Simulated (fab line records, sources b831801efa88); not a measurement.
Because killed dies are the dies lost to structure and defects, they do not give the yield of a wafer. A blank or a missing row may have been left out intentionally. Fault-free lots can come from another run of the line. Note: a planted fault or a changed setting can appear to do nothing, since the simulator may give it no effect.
The same fault as seen by 2 desks || flow gf180mcu || what lay behind the numbers comes last; until then each desk has only its own

== FOR THE TOOL OWNER'S DESK: litho track-04 ==
The tool's own readings at GF_VT_IMPLANT_DEVELOP_17 (develop time 60 s): means of the sampled wafers that have a number, for each lot that ran on this tool. A lot is out of limits, marked OUT, if its mean lies more than 4 standard deviations from the usual mean; the brackets give that distance.
Columns: A = developer temp C at GF_VT_IMPLANT_DEVELOP_17, usual 23.02 C
{"lot": "L158", "first seen here": "day 6 19:07", "A": 23.13}
{"lot": "L163", "first seen here": "day 8 11:36", "A": 23.02}
{"lot": "L164", "first seen here": "day 8 12:39", "A": 22.93}
{"lot": "L165", "first seen here": "day 8 16:28", "A": "22.14 (-9.5) OUT"}
{"lot": "L166", "first seen here": "day 8 23:13", "A": "22.19 (-9.0) OUT"}
This desk's finding: out of limits on L165, L166; first on L165, day 8 16:28 (developer temp C at GF_VT_IMPLANT_DEVELOP_17). L158, L163, L164: within limits.

== METROLOGY DESK ==
What the gauges read for every lot (on any tool): the sampled wafers with a number, averaged. A lot is out of limits, marked OUT, if its mean lies more than 4 standard deviations from the usual mean; the brackets give that distance.
Columns: A = V2_W_RS at GF_V2_RS_MEAS_24, usual 0.329 ohm/sq
{"lot": "L158", "first seen here": "day 21 06:18", "A": 0.327}
{"lot": "L160", "first seen here": "day 21 21:51", "A": 0.333}
{"lot": "L161", "first seen here": "day 22 06:44", "A": 0.333}
{"lot": "L163", "first seen here": "day 23 11:37", "A": 0.333}
{"lot": "L164", "first seen here": "day 23 15:17", "A": 0.326}
{"lot": "L165", "first seen here": "day 23 20:57", "A": 0.328}
{"lot": "L166", "first seen here": "day 24 05:35", "A": 0.331}
{"lot": "L167", "first seen here": "day 24 08:49", "A": 0.333}
{"lot": "L168", "first seen here": "day 24 17:31", "A": 0.337}
{"lot": "L171", "first seen here": "day 25 19:58", "A": 0.331}
{"lot": "L175", "first seen here": "day 26 22:58", "A": 0.328}
{"lot": "L177", "first seen here": "day 27 13:50", "A": 0.331}
{"lot": "L178", "first seen here": "day 27 22:04", "A": 0.327}
{"lot": "L179", "first seen here": "day 28 04:37", "A": 0.328}
Finding of this desk: none of the 14 lots has anything out of limits.

== TAKEN TOGETHER ==
An alarm could have come from the tool owner's desk at day 8 16:28, on L165, L166.
Metrology desk: nothing out of limits seen.
The metrology desk has L165, L166 on record, within its limits.
Every lot named ran GF_VT_IMPLANT_DEVELOP_17 on litho track-04.

== WHAT HAD BEEN PUT IN BY THE SIMULATOR ==
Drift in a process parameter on litho track-04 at GF_VT_IMPLANT_DEVELOP_17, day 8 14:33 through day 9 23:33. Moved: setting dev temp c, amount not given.
Shown lots that were struck: L165, L166.
Hours from the fault's start to each desk's first reading out of limits: the tool owner's desk, 2.
